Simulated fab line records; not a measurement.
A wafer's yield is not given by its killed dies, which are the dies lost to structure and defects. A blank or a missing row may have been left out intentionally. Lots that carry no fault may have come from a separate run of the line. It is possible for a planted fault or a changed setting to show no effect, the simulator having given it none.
fab line records    flow sky130
[record] lots = 6  wafers = 18  lastDay = 50
route steps=708 shown VIA3@589 METAL4@598 PAD_OPEN@708
lots that met no fault: taken from a fault-free run of the same line
startH: hours from the record's first day to the start of the lot's first wafer shown    waitH: time in hours since the lot's previous step    " as in the row above    L1.1+2: a single row standing in for several wafers    - value missing, or start not given    * or withheld: withheld    < > ~ a bound
route shown NAME@n: NAME is a module with steps in the file, n the number in the route of the first one    usual: the fault-free wafers' mean and standard deviation    same: alike in all rows    chamber/n: place in a boat    sites: the reading at each site    _std_site: how widely they spread, as a standard deviation    _edge_site: mean of outer sites minus mean of inner sites    radiusMm: for every site, how far away it sits from the centre of the wafer    mask NAME#n: copy n    behind: the most recent tool/chamber to have shaped the wafer    hold: cause of the lot's hold/its duration in hours/its outcome    device: transistor that didn't switch, given as n, p or np    end of line: tests of these same wafers at the route's end    a step given without rows: its recipe and nothing more    killed: count of dies lost to structure and defects at first sort (not the wafer's yield)    map: a wafer's dies, marking killed ones x, the rest . and places with no die _
set.NAME: setting as actually run; set.NAME@STEP: the setting as run at that earlier step    model.NAME: the simulator's own value behind a step, which no gauge read
certain route steps with their lots: each step a table, each wafer a row
services: from which hour (startH, from the record's first day; less than 0 if before it) a tool's chamber was out of use, for how many hours, and why
[[steps]]
[step SKY_VIA3_STRIP_16]
[recipe] chemistry = O2/N2  powerW = 1400  pressureMtorr = 1500  platenTempC = withheld  o2FlowSccm = 3000  n2FlowSccm = 300  overashFraction = 0.5
[step SKY_VIA3_STRIP_17]
[recipe] chemistry = postEtchResidueRemover  timeS = 1200  tempC = 72.5
[step SKY_VIA3_CLEAN_18]
[recipe] chemistry = IPA  timeS = 180  tempC = 25
[step SKY_VIA3_CLEAN_19]
[recipe] chemistry = O3/DIW  dry = n2Spin
[step SKY_VIA3_SPUTTER_20]
[recipe] material = TiN  targetThkNm = 20  chamberPressurePa = 5  powerW = 4000  timeS = 80
[usual] throttleValvePct = 29.9/1.2
lot.wafer  tool           chamber  startH   waitH  throttleValvePct
L670.1     pvdSputter-03  -        984.77   0.0    29.9
L670.2     "              -        "        "      27.7
L670.5     "              -        "        "      29.7
L677.4     pvdSputter-03  -        1039.61  0.0    30.2
L677.5     "              -        "        "      27.8
L677.6     "              -        "        "      29.9
L679.2     pvdSputter-01  -        1047.02  0.0    29.9
L679.4     "              -        "        "      31.4
L679.5     "              -        "        "      28.5
L682.3     pvdSputter-03  -        1063.27  0.0    29.8
L682.5     "              -        "        "      29.9
L682.6     "              -        "        "      30.1
L683.2     pvdSputter-03  -        1068.19  0.0    29.7
L683.3     "              -        "        "      30.0
L683.6     "              -        "        "      27.5
L685.1     pvdSputter-04  -        1078.08  0.0    32.8
L685.3     "              -        "        "      30.5
L685.6     "              -        "        "      30.4
[step SKY_VIA3_CVD_21]
[recipe] material = W  targetThkNm = 390  timeS = 117.31  tempC = 400  pressureTorr = 40
[usual] heaterPowerW = 913/58
lot.wafer  tool     chamber  startH   waitH  heaterPowerW
L670.1     cvdW-02  0        984.83   0.0    869
L670.2     "        1        "        "      945
L670.5     "        0        "        "      920
L677.4     cvdW-02  1        1039.71  0.1    939
L677.5     "        0        "        "      911
L677.6     "        1        "        "      971
L679.2     cvdW-01  0        1047.08  0.0    837
L679.4     "        1        "        "      1017
L679.5     "        1        "        "      972
L682.3     cvdW-02  1        1063.38  0.1    947
L682.5     "        0        "        "      890
L682.6     "        1        "        "      954
L683.2     cvdW-01  1        1068.25  0.0    955
L683.3     "        0        "        "      822
L683.6     "        0        "        "      857
L685.1     cvdW-02  1        1078.15  0.0    959
L685.3     "        1        "        "      965
L685.6     "        1        "        "      943
[step SKY_VIA3_RS_MEAS_22]
[recipe] thkMeasGauge = four-point-probe  reads = W_of_VIA3_CVD_21+TiN_of_VIA3_SPUTTER_20
[usual] VIA3_W_RS = 0.291/0.004
lot.wafer  tool          chamber  startH   waitH  VIA3_W_RS[ohm/sq]
L670.1     filmMetro-03  -        984.95   0.1    0.297
L670.2     "             -        "        "      0.292
L670.5     "             -        "        "      0.299
L677.4     filmMetro-04  -        1039.87  0.1    0.291
L677.5     "             -        "        "      0.292
L677.6     "             -        "        "      0.291
L679.2     filmMetro-04  -        1047.22  0.1    0.285
L679.4     "             -        "        "      0.294
L679.5     "             -        "        "      0.289
L682.3     filmMetro-03  -        1063.50  0.1    0.295
L682.5     "             -        "        "      0.296
L682.6     "             -        "        "      0.291
L683.2     filmMetro-02  -        1068.39  0.1    0.288
L683.3     "             -        "        "      0.285
L683.6     "             -        "        "      0.284
L685.1     filmMetro-04  -        1078.27  0.1    0.295
L685.3     "             -        "        "      0.292
L685.6     "             -        "        "      0.291
[step SKY_VIA3_THK_MEAS_23]
[recipe] thkMeasGauge = xrf  reads = W_of_VIA3_CVD_21
[usual] VIA3_W_THK = 399/7.7
lot.wafer  tool          chamber  startH   waitH  VIA3_W_THK[nm]
L670.1     filmMetro-03  -        985.07   0.1    399
L670.2     "             -        "        "      407
L670.5     "             -        "        "      396
L677.4     filmMetro-04  -        1039.96  0.1    392
L677.5     "             -        "        "      391
L677.6     "             -        "        "      393
L679.2     filmMetro-04  -        1047.33  0.1    400
L679.4     "             -        "        "      388
L679.5     "             -        "        "      394
L682.3     filmMetro-03  -        1063.60  0.1    397
L682.5     "             -        "        "      398
L682.6     "             -        "        "      405
L683.2     filmMetro-02  -        1068.50  0.1    409
L683.3     "             -        "        "      414
L683.6     "             -        "        "      411
L685.1     filmMetro-04  -        1078.39  0.1    388
L685.3     "             -        "        "      390
L685.6     "             -        "        "      395
[step SKY_VIA3_CMP_24]
[recipe] stopOn = SiO2  tOverpolishS = 20  downForcePsi = 3.5  platenRpm = 60  targetThkNm = 0  padVelocityMS = 0.94248
[usual] motorCurrentA = 11.4/0.81  overpolishRunS = 20.000/0.0085  timeToEndpointS = 94/3.9
lot.wafer  tool    chamber  startH   waitH  motorCurrentA  overpolishRunS  timeToEndpointS
L670.1     cmp-01  1        985.18   0.1    10.7           20.000          90
L670.2     "       3        "        "      11.0           20.009          93
L670.5     "       1        "        "      10.5           19.982          90
L677.4     cmp-02  1        1040.20  0.2    11.2           19.993          98
L677.5     "       1        "        "      11.0           19.997          96
L677.6     "       2        "        "      12.6           19.997          95
L679.4     cmp-01  2        1047.38  0.0    11.3           20.005          94
L679.2     "       1        "        "      10.6           20.005          93
L679.5     "       3        "        "      10.9           20.003          94
L682.3     cmp-01  3        1063.69  0.1    10.8           19.998          85
L682.5     "       2        "        "      11.9           20.006          88
L682.6     "       3        "        "      11.0           20.014          86
L683.3     cmp-02  0        1068.55  0.0    10.6           20.004          102
L683.2     "       3        "        "      13.6           20.013          100
L683.6     "       1        "        "      11.3           19.997          100
L685.3     cmp-02  0        1078.50  0.1    10.6           20.018          94
L685.1     "       1        "        "      10.3           20.007          96
L685.6     "       0        "        "      10.7           19.994          94
[step SKY_METAL4_SPUTTER_00]
[recipe] material = Ti  targetThkNm = 15  powerW = 3000  timeS = 10  chamberPressurePa = 0.4
[usual] throttleValvePct = 30.1/1
lot.wafer  tool           chamber  startH   waitH  throttleValvePct
L670.1     pvdSputter-02  -        985.43   0.2    31.1
L670.2     "              -        "        "      30.0
L670.5     "              -        "        "      31.0
L677.4     pvdSputter-04  -        1040.50  0.2    32.5
L677.5     "              -        "        "      29.2
L677.6     "              -        "        "      30.4
L679.2     pvdSputter-04  -        1047.68  0.1    30.5
L679.4     "              -        "        "      29.7
L679.5     "              -        "        "      32.7
L682.3     pvdSputter-04  -        1063.94  0.2    30.4
L682.5     "              -        "        "      32.4
L682.6     "              -        "        "      29.8
L683.2     pvdSputter-02  -        1068.85  0.1    29.9
L683.3     "              -        "        "      28.6
L683.6     "              -        "        "      30.9
L685.1     pvdSputter-01  -        1078.75  0.1    30.3
L685.3     "              -        "        "      29.8
L685.6     "              -        "        "      31.2
[step SKY_METAL4_SPUTTER_01]
[recipe] material = TiN  targetThkNm = 20  powerW = 6500  timeS = 16.7  chamberPressurePa = 0.4
[step SKY_METAL4_SPUTTER_02]
[recipe] material = AlCu  targetThkNm = 735  powerW = 10600  timeS = 39.1  chamberPressurePa = 0.4
[usual] throttleValvePct = 30.1/1
lot.wafer  tool           chamber  startH   waitH  throttleValvePct
L670.1     pvdSputter-02  -        985.48   0.0    30.8
L670.2     "              -        "        "      30.1
L670.5     "              -        "        "      31.0
L677.4     pvdSputter-04  -        1040.55  0.0    32.8
L677.5     "              -        "        "      29.0
L677.6     "              -        "        "      30.4
L679.2     pvdSputter-04  -        1047.73  0.0    30.4
L679.4     "              -        "        "      29.6
L679.5     "              -        "        "      32.7
L682.3     pvdSputter-04  -        1063.99  0.0    30.4
L682.5     "              -        "        "      32.5
L682.6     "              -        "        "      29.9
L683.2     pvdSputter-02  -        1068.90  0.0    29.9
L683.3     "              -        "        "      28.8
L683.6     "              -        "        "      31.1
L685.1     pvdSputter-01  -        1078.80  0.0    30.6
L685.3     "              -        "        "      29.7
L685.6     "              -        "        "      31.4
[step SKY_METAL4_SPUTTER_03]
[recipe] material = Ti  targetThkNm = 5  powerW = 3000  timeS = 3.3  chamberPressurePa = 0.4
[usual] throttleValvePct = 30.1/1
lot.wafer  tool           chamber  startH   waitH  throttleValvePct  model.Ti_of_METAL4_SPUTTER_03.thkNm
L670.1     pvdSputter-02  -        985.52   0.0    31.1              4.764
L670.2     "              -        "        "      30.3              4.785
L670.5     "              -        "        "      31.0              4.859
L677.4     pvdSputter-04  -        1040.59  0.0    32.6              4.859
L677.5     "              -        "        "      28.9              4.854
L677.6     "              -        "        "      30.4              4.943
L679.2     pvdSputter-04  -        1047.77  0.0    30.5              5.835
L679.4     "              -        "        "      29.8              5.752
L679.5     "              -        "        "      32.6              5.817
L682.3     pvdSputter-04  -        1064.02  0.0    30.3              5.869
L682.5     "              -        "        "      32.4              5.851
L682.6     "              -        "        "      29.4              5.819
L683.2     pvdSputter-02  -        1068.94  0.0    30.0              5.026
L683.3     "              -        "        "      28.8              5.137
L683.6     "              -        "        "      31.1              5.034
L685.1     pvdSputter-01  -        1078.83  0.0    30.8              5.071
L685.3     "              -        "        "      29.8              5.163
L685.6     "              -        "        "      31.3              5.043
[step SKY_METAL4_SPUTTER_04]
[recipe] material = TiN  targetThkNm = 70  powerW = 6500  timeS = 58.3  chamberPressurePa = 0.4
[step SKY_PAD_OPEN_PROBE_99]
[usual] defectLimitedYield = 82.9/1.8  killed_at_M0_to_M3 = 42/7.2  killed_at_M4_up = 3.2/1.8  killedAtContacts = 24/5.4  killedAtFrontEnd = 15/4  killedAtOther = 0.3/0.59  killedDies = 84/9  killedOpen = 46/7.1  killedShort = 38/6  sort_bin_3_pad_short = 0.8/0.41  sort_bin_5_function = 10.1/1.3  sort_bin_6_memory = 6.3/1.2  sortNPass = 408/9  sortYieldPct = 82.9/1.8
[same] grossDies = 492  killedAtBackSide = 0  sort_bin_4_leakage[%] = 0  sort_bin_8_speed[%] = 0
lot.wafer  tool       chamber  startH   waitH  defectLimitedYield[%]  killed_at_M0_to_M3  killed_at_M4_up  killedAtContacts  killedAtFrontEnd  killedAtOther  killedDies  killedOpen  killedShort  sort_bin_3_pad_short[%]  sort_bin_5_function[%]  sort_bin_6_memory[%]  sortNPass  sortYieldPct[%]
L677.4     prober-01  -        1168.99  0.2    82.7                   46                  4                22                13                0              85          46          39           1.0                      11.6                    4.7                   407        82.7
L677.5     prober-01  -        1169.04  0.2    82.7                   40                  2                26                16                1              85          42          43           0.6                      10.6                    6.1                   407        82.7
L677.6     prober-01  -        1169.09  0.2    81.3                   44                  4                22                22                0              92          39          53           1.2                      12.0                    5.5                   400        81.3
// killed by level:class
L677.4 VIA1:geometricParticle:open=10 CONTACT:geometricParticle:open=9 VIA2:geometricParticle:open=7 METAL2:geometricParticle:short=6 METAL1:geometricParticle:short=5 VIA1:geometricParticle:short=5 FIELD_ISO:geometricParticle:open=4 POLY_GATE:geometricParticle:open=4
L677.5 VIA1:geometricParticle:open=11 CONTACT:geometricParticle:open=9 LOCAL_INTERCONNECT:geometricParticle:short=7 METAL3:geometricParticle:short=6 FIELD_ISO:geometricParticle:open=5 METAL1:geometricParticle:short=5 CONTACT:geometricParticle:short=5 VIA2:geometricParticle:open=5
L677.6 METAL1:geometricParticle:short=13 VIA1:geometricParticle:open=9 FIELD_ISO:geometricParticle:short=7 CONTACT:geometricParticle:open=7 LOCAL_INTERCONNECT:geometricParticle:short=6 VIA1:geometricParticle:short=6 POLY_GATE:geometricParticle:short=5 LI_CONTACT:geometricParticle:open=5
[[services]]
tool           chamber  startH   hours  kind
cmp-01         -        960.85   6.0    pm
pvdSputter-02  -        975.52   0.5    repair
cvdW-02        -        978.84   4.3    pm
pvdSputter-01  -        986.81   5.0    repair
pvdSputter-01  -        994.27   3.0    repair
pvdSputter-01  -        1001.47  4.3    repair
cvdW-02        -        1005.61  28.1   pm
pvdSputter-02  -        1011.14  3.4    repair
cmp-01         -        1019.73  1.0    repair
pvdSputter-01  -        1026.42  1.4    repair
cmp-01         -        1029.96  1.0    repair
cmp-02         -        1032.68  4.8    repair
cmp-01         -        1048.72  6.0    pm
cmp-01         -        1059.60  0.3    repair
pvdSputter-01  -        1061.81  15.0   repair
cvdW-01        -        1068.46  14.6   pm
cmp-02         -        1072.71  2.6    repair
[[key]]
firstSign none at tools or gauges
[modelEffect] step = SKY_METAL4_SPUTTER_03  value = Ti_of_METAL4_SPUTTER_03.thkNm  without = 4.98  struck = 5.824
metAt SKY_METAL4_SPUTTER_03
struckWafers L679.2,L679.4,L679.5,L682.3,L682.5,L682.6
rowsEnd L679.2,L679.4,L679.5
onsetBetween 1040.59 1047.77
alsoFits SKY_VIA3_CMP_24:cmp-01,SKY_METAL4_SPUTTER_00:pvdSputter-04,SKY_METAL4_SPUTTER_02:pvdSputter-04
[fault] kind = processParameterDrift  tool = pvdSputter-04  chamber = -  onsetH = 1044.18  steps = SKY_METAL4_SPUTTER_03  channel = timeS  offset = *  shape = step  actsIn = *  stated = *
// rowsEnd: these wafers met a further fault down the route, and their rows from its step on are left out
